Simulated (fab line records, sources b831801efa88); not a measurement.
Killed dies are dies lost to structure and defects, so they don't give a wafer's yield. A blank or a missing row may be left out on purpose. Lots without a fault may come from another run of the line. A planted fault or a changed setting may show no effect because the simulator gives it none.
fab line records | flow gf180mcu
record lots=5 wafers=15 last_day=34
route steps=602 shown VT_IMPLANT@93 MVSD@136
lots that met no fault: from a run of the same line without faults
start_h: hours from the record's first day to the start of the lot's first wafer shown | wait_h: hours since the lot's step before | " the same as in the row above | L1.1+2: a row that stands for several wafers | - no value, or no start given | * or withheld: withheld | < > ~ a bound
route shown NAME@n: a module of which the file shows steps, and the number in the route of the first | usual: mean/standard deviation of fault-free wafers | same: alike in all rows | chamber/n: place in a boat | sites: the reading at each site | _std_site: their standard deviation | _edge_site: outer sites' mean less inner sites' | radius_mm: how far each site lies from the wafer's centre | mask NAME#n: copy n | behind: the tool/chamber that last shaped the wafer | hold: why the lot was held/for how many hours/how that ended | device: the transistor (n, p or np) that didn't switch | end of line: the same wafers' tests at the end of the route | a step without rows: its recipe alone | killed: dies lost to structure and defects at the first sort, not the wafer's yield | map: a wafer's dies, x killed, . not, _ none there
set.NAME: the setting as run; set.NAME@STEP: as run at that earlier step | model.NAME: the simulator's own value behind a step, which no gauge read
lots at some steps of the route; a table a step, a row a wafer
services: from which hour (start_h, from the record's first day; less than 0 if before it) a tool's chamber was out of use, for how many hours, and why
## steps
# step GF_VT_IMPLANT_SOFTBAKE_03
# recipe temp_c=90 time_s=60 resist=NOVOLAK
# columns lot.wafer tool chamber start_h wait_h
L081.1+2+6 litho_track-04 0 150.18 0.1
L086.2+3+5 litho_track-04 0 175.10 0.1
L088.1+4+6 litho_track-02 0 190.50 0.1
L093.2+4+5 litho_track-04 0 217.65 0.1
L097.2+3+5 litho_track-04 0 241.55 0.1
# step GF_VT_IMPLANT_EXPOSE_04
# recipe mask_id=LVPWELL_LV_AREA target_cd_nm=600 na=0.6 source_shape=conventional sigma_outer=0.6 dose_mj=140
# columns lot.wafer tool chamber start_h wait_h mask
L081.1+2+6 iline_stepper-02 0 - - LVPWELL_LV_AREA#0
L086.2+3+5 iline_stepper-02 0 - - LVPWELL_LV_AREA#0
L088.1+4+6 iline_stepper-02 0 - - LVPWELL_LV_AREA#0
L093.2+4+5 iline_stepper-01 0 - - LVPWELL_LV_AREA#0
L097.2+3+5 iline_stepper-02 0 - - LVPWELL_LV_AREA#0
# step GF_VT_IMPLANT_PEB_05
# recipe temp_c=withheld time_s=* resist=NOVOLAK
# columns lot.wafer tool chamber start_h wait_h
L081.1+2+6 litho_track-01 0 - -
L086.2+3+5 litho_track-01 0 - -
L088.1+4+6 litho_track-02 0 - -
L093.2+4+5 litho_track-04 0 - -
L097.2+3+5 litho_track-01 0 - -
# step GF_VT_IMPLANT_DEVELOP_06
# recipe develop_time_s=60 dev_temp_c=23
# columns lot.wafer tool chamber start_h wait_h
L081.1+2+6 litho_track-01 0 158.14 0.1
L086.2+3+5 litho_track-01 0 182.91 0.1
L088.1+4+6 litho_track-02 0 199.00 0.1
L093.2+4+5 litho_track-04 0 225.90 0.1
L097.2+3+5 litho_track-01 0 250.71 0.1
# step GF_VT_IMPLANT_OVL_MEAS_07
# usual VT_IMPLANT_OVL=0.1/1.2
# columns lot.wafer tool chamber start_h wait_h VT_IMPLANT_OVL[nm]
L081.1 overlay-02 - 158.29 0.1 -0.4
L081.2 " - " " -1.0
L081.6 " - " " -1.5
L086.2 overlay-01 - 183.05 0.1 0.0
L086.3 " - " " -1.3
L086.5 " - " " -0.3
L088.1 overlay-02 - 199.15 0.1 1.9
L088.4 " - " " 2.0
L088.6 " - " " 0.3
L093.2 overlay-01 - 226.03 0.1 0.3
L093.4 " - " " 0.3
L093.5 " - " " 0.9
L097.2 overlay-01 - 250.84 0.1 -1.0
L097.3 " - " " -0.3
L097.5 " - " " 0.6
# step GF_VT_IMPLANT_IMPLANT_08
# recipe species=BF2 energy_kev=20 dose_cm2=8.29e+12 tilt_deg=7
# columns lot.wafer tool chamber start_h wait_h
L081.1+2+6 implanter-02 0 158.33 0.0
L086.2+3+5 implanter-04 0 183.10 0.0
L088.1+4+6 implanter-04 0 199.19 0.0
L093.2+4+5 implanter-03 0 226.09 0.0
L097.2+3+5 implanter-03 0 250.90 0.0
# step GF_VT_IMPLANT_STRIP_09
# recipe chemistry=O2/N2 power_w=1400 pressure_mtorr=1500 platen_temp_c=250 o2_flow_sccm=3000 n2_flow_sccm=300 overash_fraction=0.5
# usual drypump_motor_current_A=5.46/0.24 heater_power_w=339/29 o2_flow_sccm=3001/8.8 oes_product_au=0.716/0.0047 strip_time_to_endpoint_s=12.62/0.042
# columns lot.wafer tool chamber start_h wait_h drypump_motor_current_A heater_power_w o2_flow_sccm oes_product_au rf_hours_counter_h strip_time_to_endpoint_s
L081.1 plasma_asher-02 0 158.48 0.1 5.40 354 3000 0.714 3 12.64
L081.2 " 1 " " 5.41 288 3002 0.720 3 12.64
L081.6 " 0 " " 5.37 366 3015 0.711 - 12.59
L086.2 plasma_asher-02 0 183.23 0.1 5.44 357 3005 0.714 6 12.64
L086.3 " 1 " " 5.42 286 3008 0.723 - 12.61
L086.5 " 0 " " 5.44 342 2998 0.712 - 12.60
L088.1 plasma_asher-01 0 199.34 0.1 5.73 358 3016 0.718 56 12.72
L088.4 " 0 " " 5.71 371 3016 0.721 - 12.64
L088.6 " 0 " " 5.72 364 3011 0.714 - 12.67
L093.2 plasma_asher-02 0 226.21 0.1 5.43 342 3008 0.725 12 12.66
L093.4 " 1 " " 5.42 290 2998 0.713 - 12.67
L093.5 " 1 " " 5.41 290 3002 0.725 - 12.64
L097.2 plasma_asher-01 1 251.02 0.1 5.10 326 2998 0.718 62 12.55
L097.3 " 1 " " 5.09 316 3002 0.726 - 12.61
L097.5 " 0 " " 5.72 368 2991 0.713 - 12.60
# step GF_VT_IMPLANT_TW_MEAS_10
# usual VT_IMPLANT_TW=565/4.7
# columns lot.wafer tool chamber start_h wait_h VT_IMPLANT_TW
L081.1 film_metro-03 - 158.58 0.1 571
L081.2 " - " " 572
L081.6 " - " " 569
L086.2 film_metro-02 - 183.34 0.1 569
L086.3 " - " " 568
L086.5 " - " " 566
L088.1 film_metro-02 - 199.44 0.1 565
L088.4 " - " " 569
L088.6 " - " " 567
L093.2 film_metro-02 - 226.32 0.1 570
L093.4 " - " " 570
L093.5 " - " " 566
L097.2 film_metro-03 - 251.15 0.1 567
L097.3 " - " " 568
L097.5 " - " " 567
# step GF_VT_IMPLANT_DEHYDRATE_11
# recipe temp_c=200 time_s=60
# columns lot.wafer tool chamber start_h wait_h
L081.1+2+6 litho_track-01 0 165.24 6.7
L086.2+3+5 litho_track-02 0 190.68 7.3
L088.1+4+6 litho_track-04 0 206.53 7.1
L093.2+4+5 litho_track-01 0 234.86 8.5
L097.2+3+5 litho_track-04 0 259.50 8.3
# step GF_VT_IMPLANT_HMDS_12
# recipe prime_time_s=60 prime_temp_c=120
# usual prime_temp_c=119.97/0.14
# columns lot.wafer tool chamber start_h wait_h prime_temp_c
L081.1 litho_track-01 0 165.39 0.1 119.95
L081.2 " 0 " " 119.88
L081.6 " 0 " " 120.08
L086.2 litho_track-02 0 190.83 0.1 119.96
L086.3 " 0 " " 120.05
L086.5 " 0 " " 120.05
L088.1 litho_track-04 0 206.68 0.1 119.93
L088.4 " 0 " " 119.85
L088.6 " 0 " " 119.89
L093.2 litho_track-01 0 235.01 0.1 119.81
L093.4 " 0 " " 119.90
L093.5 " 0 " " 119.87
L097.2 litho_track-04 0 259.65 0.1 120.11
L097.3 " 0 " " 119.90
L097.5 " 0 " " 120.04
# step GF_VT_IMPLANT_COAT_13
# recipe resist=NOVOLAK spin_rpm=3000 resist_thk_nm=1000
# columns lot.wafer tool chamber start_h wait_h
L081.1+2+6 litho_track-01 0 165.54 0.1
L086.2+3+5 litho_track-02 0 190.98 0.1
L088.1+4+6 litho_track-04 0 206.83 0.1
L093.2+4+5 litho_track-01 0 235.16 0.1
L097.2+3+5 litho_track-04 0 259.80 0.1
# step GF_VT_IMPLANT_SOFTBAKE_14
# recipe temp_c=90 time_s=60 resist=NOVOLAK
# columns lot.wafer tool chamber start_h wait_h
L081.1+2+6 litho_track-01 0 165.69 0.1
L086.2+3+5 litho_track-02 0 191.13 0.1
L088.1+4+6 litho_track-04 0 206.98 0.1
L093.2+4+5 litho_track-01 0 235.31 0.1
L097.2+3+5 litho_track-04 0 259.95 0.1
# step GF_VT_IMPLANT_EXPOSE_15
# recipe mask_id=Nwell_LV_AREA target_cd_nm=860 na=0.6 source_shape=conventional sigma_outer=0.6 dose_mj=140
# columns lot.wafer tool chamber start_h wait_h mask
L081.1+2+6 iline_stepper-01 0 - - Nwell_LV_AREA#0
L086.2+3+5 iline_stepper-02 0 - - Nwell_LV_AREA#0
L088.1+4+6 iline_stepper-02 0 - - Nwell_LV_AREA#0
L093.2+4+5 iline_stepper-01 0 - - Nwell_LV_AREA#0
L097.2+3+5 iline_stepper-01 0 - - Nwell_LV_AREA#0
# step GF_VT_IMPLANT_PEB_16
# recipe temp_c=withheld time_s=* resist=NOVOLAK
# columns lot.wafer tool chamber start_h wait_h
L081.1+2+6 litho_track-01 0 - -
L086.2+3+5 litho_track-04 0 - -
L088.1+4+6 litho_track-02 0 - -
L093.2+4+5 litho_track-01 0 - -
L097.2+3+5 litho_track-01 0 - -
# step GF_VT_IMPLANT_DEVELOP_17
# recipe develop_time_s=60 dev_temp_c=23
# columns lot.wafer tool chamber start_h wait_h
L081.1+2+6 litho_track-01 0 173.64 0.1
L086.2+3+5 litho_track-04 0 199.50 0.1
L088.1+4+6 litho_track-02 0 215.50 0.1
L093.2+4+5 litho_track-01 0 244.06 0.1
L097.2+3+5 litho_track-01 0 269.21 0.1
# step GF_VT_IMPLANT_OVL_MEAS_18
# usual VT_IMPLANT_01_OVL=-0.1/1.2
# columns lot.wafer tool chamber start_h wait_h VT_IMPLANT_01_OVL[nm]
L081.1 overlay-01 - 173.79 0.1 0.5
L081.2 " - " " -0.2
L081.6 " - " " 0.4
L086.2 overlay-02 - 199.63 0.1 0.5
L086.3 " - " " 0.6
L086.5 " - " " -0.4
L088.1 overlay-01 - 215.65 0.1 -1.4
L088.4 " - " " 0.6
L088.6 " - " " 1.7
L093.2 overlay-02 - 244.19 0.1 0.9
L093.4 " - " " -1.7
L093.5 " - " " -0.1
L097.2 overlay-01 - 269.34 0.1 0.5
L097.3 " - " " -1.7
L097.5 " - " " -0.8
# step GF_VT_IMPLANT_IMPLANT_19
# recipe species=As energy_kev=100 dose_cm2=4.35e+12 tilt_deg=7
# columns lot.wafer tool chamber start_h wait_h
L081.1+2+6 implanter-02 0 173.83 0.0
L086.2+3+5 implanter-03 0 199.69 0.0
L088.1+4+6 implanter-03 0 215.69 0.0
L093.2+4+5 implanter-03 0 244.25 0.0
L097.2+3+5 implanter-02 0 269.40 0.0
# step GF_VT_IMPLANT_STRIP_20
# recipe chemistry=O2/N2 power_w=1400 pressure_mtorr=1500 platen_temp_c=250 o2_flow_sccm=3000 n2_flow_sccm=300 overash_fraction=0.5
# usual drypump_motor_current_A=5.46/0.22 heater_power_w=337/30 o2_flow_sccm=3001/7.7 oes_product_au=0.716/0.0044 strip_time_to_endpoint_s=12.62/0.031
# columns lot.wafer tool chamber start_h wait_h drypump_motor_current_A heater_power_w o2_flow_sccm oes_product_au rf_hours_counter_h strip_time_to_endpoint_s
L081.1 plasma_asher-01 0 173.98 0.1 5.72 376 2995 0.724 53 12.70
L081.2 " 1 " " 5.10 322 2993 0.706 53 12.62
L081.6 " 0 " " 5.71 372 2996 0.708 - 12.65
L086.2 plasma_asher-04 1 199.81 0.1 5.77 371 3005 0.717 43 12.62
L086.3 " 1 " " 5.75 368 3021 0.727 - 12.60
L086.5 " 0 " " 5.51 327 2999 0.711 - 12.64
L088.1 plasma_asher-01 0 215.84 0.1 5.73 382 2992 0.715 58 12.59
L088.4 " 1 " " 5.09 319 3011 0.715 - 12.60
L088.6 " 1 " " 5.07 325 2998 0.717 - 12.62
L093.2 plasma_asher-02 0 244.37 0.1 5.44 358 2986 0.710 14 12.68
L093.4 " 1 " " 5.40 290 3009 0.720 - 12.62
L093.5 " 1 " " 5.42 288 2999 0.712 - 12.65
L097.2 plasma_asher-02 1 269.52 0.1 5.43 294 3001 0.715 17 12.58
L097.3 " 1 " " 5.43 294 3000 0.715 - 12.62
L097.5 " 1 " " 5.42 292 3010 0.714 - 12.58
# step GF_VT_IMPLANT_TW_MEAS_21
# usual VT_IMPLANT_2_TW=1217/9.9
# columns lot.wafer tool chamber start_h wait_h VT_IMPLANT_2_TW
L081.1 film_metro-02 - 174.08 0.1 1223
L081.2 " - " " 1219
L081.6 " - " " 1225
L086.2 film_metro-03 - 199.92 0.1 1222
L086.3 " - " " 1221
L086.5 " - " " 1221
L088.1 film_metro-04 - 215.94 0.1 1194
L088.4 " - " " 1197
L088.6 " - " " 1199
L093.2 film_metro-02 - 244.48 0.1 1235
L093.4 " - " " 1225
L093.5 " - " " 1223
L097.2 film_metro-03 - 269.63 0.1 1218
L097.3 " - " " 1216
L097.5 " - " " 1220
# step GF_VT_IMPLANT_DEHYDRATE_22
# recipe temp_c=200 time_s=60
# columns lot.wafer tool chamber start_h wait_h
L081.1+2+6 litho_track-02 0 181.90 7.8
L086.2+3+5 litho_track-02 0 207.58 7.6
L088.1+4+6 litho_track-02 0 223.50 7.6
L093.2+4+5 litho_track-01 0 253.66 9.2
L097.2+3+5 litho_track-04 0 278.65 9.0
# step GF_VT_IMPLANT_HMDS_23
# recipe prime_time_s=60 prime_temp_c=120
# usual prime_temp_c=120.03/0.13
# columns lot.wafer tool chamber start_h wait_h prime_temp_c
L081.1 litho_track-02 0 182.05 0.1 120.10
L081.2 " 0 " " 120.05
L081.6 " 0 " " 119.86
L086.2 litho_track-02 0 207.73 0.1 119.73
L086.3 " 0 " " 119.99
L086.5 " 0 " " 120.05
L088.1 litho_track-02 0 223.65 0.1 120.00
L088.4 " 0 " " 120.06
L088.6 " 0 " " 119.99
L093.2 litho_track-01 0 253.81 0.1 120.04
L093.4 " 0 " " 120.30
L093.5 " 0 " " 120.02
L097.2 litho_track-04 0 278.80 0.1 120.09
L097.3 " 0 " " 120.16
L097.5 " 0 " " 120.25
# step GF_VT_IMPLANT_COAT_24
# recipe resist=NOVOLAK spin_rpm=3000 resist_thk_nm=1000
# columns lot.wafer tool chamber start_h wait_h
L081.1+2+6 litho_track-02 0 182.20 0.1
L086.2+3+5 litho_track-02 0 207.88 0.1
L088.1+4+6 litho_track-02 0 223.80 0.1
L093.2+4+5 litho_track-01 0 253.96 0.1
L097.2+3+5 litho_track-04 0 278.95 0.1
# step GF_VT_IMPLANT_SOFTBAKE_25
# recipe temp_c=90 time_s=60 resist=NOVOLAK
# columns lot.wafer tool chamber start_h wait_h
L081.1+2+6 litho_track-02 0 182.35 0.1
L086.2+3+5 litho_track-02 0 208.03 0.1
L088.1+4+6 litho_track-02 0 223.95 0.1
L093.2+4+5 litho_track-01 0 254.11 0.1
L097.2+3+5 litho_track-04 0 279.10 0.1
# step GF_VT_IMPLANT_EXPOSE_26
# recipe mask_id=LVPWELL_HV_AREA target_cd_nm=860 na=0.6 source_shape=conventional sigma_outer=0.6 dose_mj=140
# columns lot.wafer tool chamber start_h wait_h mask
L081.1+2+6 iline_stepper-01 0 - - LVPWELL_HV_AREA#0
L086.2+3+5 iline_stepper-02 0 - - LVPWELL_HV_AREA#0
L088.1+4+6 iline_stepper-01 0 - - LVPWELL_HV_AREA#0
L093.2+4+5 iline_stepper-02 0 - - LVPWELL_HV_AREA#0
L097.2+3+5 iline_stepper-02 0 - - LVPWELL_HV_AREA#0
# step GF_VT_IMPLANT_PEB_27
# recipe temp_c=withheld time_s=* resist=NOVOLAK
# columns lot.wafer tool chamber start_h wait_h
L081.1+2+6 litho_track-04 0 - -
L086.2+3+5 litho_track-02 0 - -
L088.1+4+6 litho_track-02 0 - -
L093.2+4+5 litho_track-02 0 - -
L097.2+3+5 litho_track-04 0 - -
# step GF_VT_IMPLANT_DEVELOP_28
# recipe develop_time_s=60 dev_temp_c=23
# columns lot.wafer tool chamber start_h wait_h
L081.1+2+6 litho_track-04 0 189.83 0.1
L086.2+3+5 litho_track-02 0 216.83 0.1
L088.1+4+6 litho_track-02 0 232.85 0.1
L093.2+4+5 litho_track-02 0 263.03 0.1
L097.2+3+5 litho_track-04 0 288.60 0.1
# step GF_VT_IMPLANT_OVL_MEAS_29
# usual VT_IMPLANT_02_OVL=-1.3/1.5
# columns lot.wafer tool chamber start_h wait_h VT_IMPLANT_02_OVL[nm]
L081.1 overlay-02 - 189.98 0.1 -2.0
L081.2 " - " " -2.0
L081.6 " - " " -1.6
L086.2 overlay-01 - 216.96 0.1 -2.2
L086.3 " - " " -2.1
L086.5 " - " " -0.5
L088.1 overlay-01 - 233.00 0.1 -2.4
L088.4 " - " " -2.2
L088.6 " - " " -2.7
L093.2 overlay-02 - 263.16 0.1 -0.7
L093.4 " - " " 1.2
L093.5 " - " " 0.6
L097.2 overlay-01 - 288.73 0.1 -1.4
L097.3 " - " " -1.9
L097.5 " - " " -1.2
# step GF_VT_IMPLANT_IMPLANT_30
# recipe species=B energy_kev=25 dose_cm2=2.534e+12 tilt_deg=7
# columns lot.wafer tool chamber start_h wait_h
L081.1+2+6 implanter-02 0 190.01 0.0
L086.2+3+5 implanter-04 0 217.01 0.0
L088.1+4+6 implanter-04 0 233.04 0.0
L093.2+4+5 implanter-04 0 263.21 0.0
L097.2+3+5 implanter-03 0 288.79 0.0
# step GF_VT_IMPLANT_STRIP_31
# recipe chemistry=O2/N2 power_w=1400 pressure_mtorr=1500 platen_temp_c=250 o2_flow_sccm=3000 n2_flow_sccm=300 overash_fraction=0.5
# usual drypump_motor_current_A=5.49/0.23 heater_power_w=340/29 o2_flow_sccm=2999/8 oes_product_au=0.716/0.0044 strip_time_to_endpoint_s=12.62/0.036
# columns lot.wafer tool chamber start_h wait_h drypump_motor_current_A heater_power_w o2_flow_sccm oes_product_au rf_hours_counter_h strip_time_to_endpoint_s
L081.1 plasma_asher-04 0 190.16 0.1 5.50 331 2996 0.713 42 12.54
L081.2 " 1 " " 5.77 370 2999 0.710 42 12.62
L081.6 " 1 " " 5.75 374 3002 0.715 - 12.64
L086.2 plasma_asher-02 0 217.14 0.1 5.45 357 2998 0.716 10 12.66
L086.3 " 0 " " 5.44 357 2998 0.719 - 12.66
L086.5 " 0 " " 5.44 360 3008 0.713 - 12.65
L088.1 plasma_asher-01 1 233.19 0.1 5.10 320 2998 0.713 60 12.59
L088.4 " 1 " " 5.09 315 3008 0.713 - 12.60
L088.6 " 1 " " 5.08 330 3013 0.713 - 12.64
L093.2 plasma_asher-01 0 263.34 0.1 5.73 362 3000 0.715 63 12.60
L093.4 " 0 " " 5.73 367 2997 0.723 - 12.66
L093.5 " 1 " " 5.10 318 3005 0.719 - 12.63
L097.2 plasma_asher-02 0 288.91 0.1 5.41 363 2995 0.719 19 12.52
L097.3 " 1 " " 5.43 291 2997 0.709 - 12.55
L097.5 " 1 " " 5.44 279 3007 0.711 - 12.54
# step GF_VT_IMPLANT_TW_MEAS_32
# usual VT_IMPLANT_3_TW=269.2/2
# columns lot.wafer tool chamber start_h wait_h VT_IMPLANT_3_TW
L081.1 film_metro-03 - 190.26 0.1 269.6
L081.2 " - " " 269.4
L081.6 " - " " 270.5
L086.2 film_metro-02 - 217.25 0.1 272.1
L086.3 " - " " 270.7
L086.5 " - " " 271.2
L088.1 film_metro-03 - 233.29 0.1 268.5
L088.4 " - " " 268.5
L088.6 " - " " 270.7
L093.2 film_metro-02 - 263.45 0.1 270.6
L093.4 " - " " 271.1
L093.5 " - " " 271.5
L097.2 film_metro-03 - 289.02 0.1 267.5
L097.3 " - " " 266.8
L097.5 " - " " 268.3
# step GF_VT_IMPLANT_DEHYDRATE_33
# recipe temp_c=200 time_s=60
# columns lot.wafer tool chamber start_h wait_h
L081.1+2+6 litho_track-01 0 198.44 8.2
L086.2+3+5 litho_track-02 0 225.03 7.8
L088.1+4+6 litho_track-01 0 241.64 8.3
L093.2+4+5 litho_track-02 0 272.58 9.1
L097.2+3+5 litho_track-02 0 298.63 9.6
# step GF_VT_IMPLANT_HMDS_34
# recipe prime_time_s=60 prime_temp_c=120
# usual prime_temp_c=120.01/0.14
# columns lot.wafer tool chamber start_h wait_h prime_temp_c
L081.1 litho_track-01 0 198.59 0.1 119.83
L081.2 " 0 " " 119.86
L081.6 " 0 " " 119.86
L086.2 litho_track-02 0 225.18 0.1 119.93
L086.3 " 0 " " 120.18
L086.5 " 0 " " 119.75
L088.1 litho_track-01 0 241.79 0.1 119.89
L088.4 " 0 " " 119.87
L088.6 " 0 " " 119.96
L093.2 litho_track-02 0 272.73 0.1 119.96
L093.4 " 0 " " 120.03
L093.5 " 0 " " 119.89
L097.2 litho_track-02 0 298.78 0.1 119.90
L097.3 " 0 " " 119.87
L097.5 " 0 " " 119.97
# step GF_VT_IMPLANT_COAT_35
# recipe resist=NOVOLAK spin_rpm=3000 resist_thk_nm=1000
# columns lot.wafer tool chamber start_h wait_h
L081.1+2+6 litho_track-01 0 198.74 0.1
L086.2+3+5 litho_track-02 0 225.33 0.1
L088.1+4+6 litho_track-01 0 241.94 0.1
L093.2+4+5 litho_track-02 0 272.88 0.1
L097.2+3+5 litho_track-02 0 298.93 0.1
# step GF_VT_IMPLANT_SOFTBAKE_36
# recipe temp_c=90 time_s=60 resist=NOVOLAK
# columns lot.wafer tool chamber start_h wait_h
L081.1+2+6 litho_track-01 0 198.89 0.1
L086.2+3+5 litho_track-02 0 225.48 0.1
L088.1+4+6 litho_track-01 0 242.09 0.1
L093.2+4+5 litho_track-02 0 273.03 0.1
L097.2+3+5 litho_track-02 0 299.08 0.1
# step GF_VT_IMPLANT_EXPOSE_37
# recipe mask_id=Nwell_HV_AREA target_cd_nm=860 na=0.6 source_shape=conventional sigma_outer=0.6 dose_mj=140
# columns lot.wafer tool chamber start_h wait_h mask
L081.1+2+6 iline_stepper-02 0 - - Nwell_HV_AREA#0
L086.2+3+5 iline_stepper-01 0 - - Nwell_HV_AREA#0
L088.1+4+6 iline_stepper-01 0 - - Nwell_HV_AREA#0
L093.2+4+5 iline_stepper-02 0 - - Nwell_HV_AREA#0
L097.2+3+5 iline_stepper-02 0 - - Nwell_HV_AREA#0
# step GF_VT_IMPLANT_PEB_38
# recipe temp_c=withheld time_s=* resist=NOVOLAK
# columns lot.wafer tool chamber start_h wait_h
L081.1+2+6 litho_track-04 0 - -
L086.2+3+5 litho_track-02 0 - -
L088.1+4+6 litho_track-01 0 - -
L093.2+4+5 litho_track-01 0 - -
L097.2+3+5 litho_track-04 0 - -
# step GF_VT_IMPLANT_DEVELOP_39
# recipe develop_time_s=60 dev_temp_c=23
# columns lot.wafer tool chamber start_h wait_h
L081.1+2+6 litho_track-04 0 206.38 0.1
L086.2+3+5 litho_track-02 0 233.88 0.1
L088.1+4+6 litho_track-01 0 250.99 0.1
L093.2+4+5 litho_track-01 0 282.46 0.1
L097.2+3+5 litho_track-04 0 308.35 0.1
# step GF_VT_IMPLANT_OVL_MEAS_40
# usual VT_IMPLANT_03_OVL=-0.6/1.4
# columns lot.wafer tool chamber start_h wait_h VT_IMPLANT_03_OVL[nm]
L081.1 overlay-01 - 206.53 0.1 0.4
L081.2 " - " " -0.3
L081.6 " - " " -1.0
L086.2 overlay-01 - 234.01 0.1 1.2
L086.3 " - " " 0.1
L086.5 " - " " 0.8
L088.1 overlay-02 - 251.16 0.1 1.5
L088.4 " - " " 3.3
L088.6 " - " " 2.9
L093.2 overlay-01 - 282.59 0.1 -1.7
L093.4 " - " " -1.1
L093.5 " - " " -1.9
L097.2 overlay-02 - 308.48 0.1 -1.7
L097.3 " - " " -0.1
L097.5 " - " " -0.9
# step GF_VT_IMPLANT_IMPLANT_41
# recipe species=As energy_kev=70 dose_cm2=1.013e+12 tilt_deg=7
# columns lot.wafer tool chamber start_h wait_h
L081.1+2+6 implanter-02 0 206.56 0.0
L086.2+3+5 implanter-04 0 234.06 0.0
L088.1+4+6 implanter-04 0 251.19 0.0
L093.2+4+5 implanter-04 0 282.65 0.0
L097.2+3+5 implanter-02 0 308.54 0.0
# step GF_VT_IMPLANT_STRIP_42
# recipe chemistry=O2/N2 power_w=1400 pressure_mtorr=1500 platen_temp_c=250 o2_flow_sccm=3000 n2_flow_sccm=300 overash_fraction=0.5
# usual drypump_motor_current_A=5.45/0.24 heater_power_w=338/30 o2_flow_sccm=3003/7.5 oes_product_au=0.716/0.0047 strip_time_to_endpoint_s=12.62/0.038
# columns lot.wafer tool chamber start_h wait_h drypump_motor_current_A heater_power_w o2_flow_sccm oes_product_au rf_hours_counter_h strip_time_to_endpoint_s
L081.1 plasma_asher-02 0 206.71 0.1 5.45 354 3012 0.716 9 12.65
L081.2 " 1 " " 5.42 303 3000 0.711 9 12.63
L081.6 " 0 " " 5.43 354 3006 0.717 - 12.62
L086.2 plasma_asher-04 1 234.19 0.1 5.73 375 3003 0.711 44 12.60
L086.3 " 1 " " 5.73 365 3004 0.718 - 12.61
L086.5 " 1 " " 5.72 374 3006 0.717 - 12.61
L088.1 plasma_asher-01 0 251.34 0.1 5.71 374 2999 0.714 62 12.65
L088.4 " 1 " " 5.10 328 3008 0.727 - 12.70
L088.6 " 1 " " 5.09 315 3000 0.713 - 12.69
L093.2 plasma_asher-01 0 282.77 0.1 5.71 367 3004 0.711 65 12.58
L093.4 " 0 " " 5.71 373 3006 0.720 - 12.62
L093.5 " 1 " " 5.08 317 3012 0.717 - 12.57
L097.2 plasma_asher-01 1 308.66 0.1 5.10 316 3025 0.708 68 12.66
L097.3 " 0 " " 5.71 374 2999 0.718 - 12.57
L097.5 " 0 " " 5.73 370 3006 0.715 - 12.62
# step GF_VT_IMPLANT_TW_MEAS_43
# usual VT_IMPLANT_4_TW=694/3.9
# columns lot.wafer tool chamber start_h wait_h VT_IMPLANT_4_TW
L081.1 film_metro-03 - 206.81 0.1 695
L081.2 " - " " 689
L081.6 " - " " 695
L086.2 film_metro-02 - 234.30 0.1 697
L086.3 " - " " 697
L086.5 " - " " 699
L088.1 film_metro-03 - 251.44 0.1 696
L088.4 " - " " 693
L088.6 " - " " 694
L093.2 film_metro-03 - 282.88 0.1 689
L093.4 " - " " 694
L093.5 " - " " 689
L097.2 film_metro-03 - 308.77 0.1 691
L097.3 " - " " 691
L097.5 " - " " 695
# step GF_VT_IMPLANT_CLEAN_44
# recipe chemistry=SC1/SC2 mix=1:4:20 temp_c=70 time_s=150 dry=n2_spin
# columns lot.wafer tool chamber start_h wait_h
L081.1+2+6 wet_bench-02 3 206.87 0.1
L086.2+3+5 wet_bench-02 2 234.35 0.0
L088.1+4+6 wet_bench-03 0 251.50 0.1
L093.2+4+5 wet_bench-02 3 282.93 0.0
L097.2+3+5 wet_bench-02 0 308.82 0.0
# step GF_VT_IMPLANT_RTA_45
# recipe temp_c=1050 time_s=30 ambient=N2
# usual anneal_temp_c_max=1054.8/1.9 lamp_power_pct=35.7/1.7 wafer_temp_C_max=1054.6/0.97
# columns lot.wafer tool chamber start_h wait_h anneal_temp_c_max lamp_power_pct wafer_temp_C_max
L081.1 rtp_anneal-01 0 206.92 0.0 1056.5 37.6 1055.7
L081.2 " 0 " " 1057.1 37.6 1052.3
L081.6 " 0 " " 1056.0 37.6 1052.6
L086.2 rtp_anneal-01 0 234.41 0.0 1058.0 37.7 1055.0
L086.3 " 0 " " 1055.2 37.6 1053.6
L086.5 " 0 " " 1057.3 37.7 1054.3
L088.1 rtp_anneal-02 0 251.55 0.0 1054.4 34.1 1055.1
L088.4 " 0 " " 1054.0 34.1 1055.0
L088.6 " 0 " " 1053.8 34.1 1052.9
L093.2 rtp_anneal-02 0 283.01 0.0 1054.6 34.2 1055.4
L093.4 " 0 " " 1052.7 34.1 1053.9
L093.5 " 0 " " 1052.5 34.1 1054.3
L097.2 rtp_anneal-02 0 308.89 0.0 1055.0 34.1 1054.2
L097.3 " 0 " " 1053.4 34.1 1053.8
L097.5 " 0 " " 1053.5 34.2 1057.8
# step GF_VT_IMPLANT_RS_MEAS_46
# recipe thk_meas_gauge=four-point-probe
# usual MVSD_RS=456.5/1
# columns lot.wafer tool chamber start_h wait_h MVSD_RS[ohm/sq]
L081.1 film_metro-04 - 207.02 0.1 456.1
L081.2 " - " " 455.6
L081.6 " - " " 455.4
L086.2 film_metro-03 - 234.52 0.1 457.9
L086.3 " - " " 458.1
L086.5 " - " " 457.6
L088.1 film_metro-01 - 251.65 0.1 456.3
L088.4 " - " " 456.9
L088.6 " - " " 456.0
L093.2 film_metro-01 - 283.12 0.1 457.4
L093.4 " - " " 458.6
L093.5 " - " " 458.3
L097.2 film_metro-01 - 308.99 0.1 457.4
L097.3 " - " " 458.0
L097.5 " - " " 457.3
## services
# columns tool chamber start_h hours kind
iline_stepper-02 - 126.48 0.6 repair
iline_stepper-02 - 140.89 1.7 pm
implanter-03 - 144.20 3.7 repair
implanter-04 - 165.72 9.9 repair
iline_stepper-01 - 168.28 2.1 pm
iline_stepper-01 - 170.36 - consumable_replace:lamp
implanter-02 - 177.86 7.5 pm
implanter-04 - 196.71 1.8 repair
plasma_asher-04 - 202.72 25.9 pm
wet_bench-02 - 207.70 1.0 repair
iline_stepper-01 - 215.20 2.4 repair
plasma_asher-01 - 233.72 3.2 repair
iline_stepper-01 - 247.29 1.7 pm
plasma_asher-04 - 247.78 1.4 repair
plasma_asher-01 - 264.28 2.8 pm
iline_stepper-01 - 264.54 21.1 repair
plasma_asher-04 - 272.04 14.6 pm
implanter-04 - 288.81 2.1 repair
wet_bench-03 - 289.33 2.6 repair
plasma_asher-04 - 297.70 4.1 repair
iline_stepper-01 - 302.30 3.0 repair
rtp_anneal-01 - 308.20 0.9 pm
## key
fault none
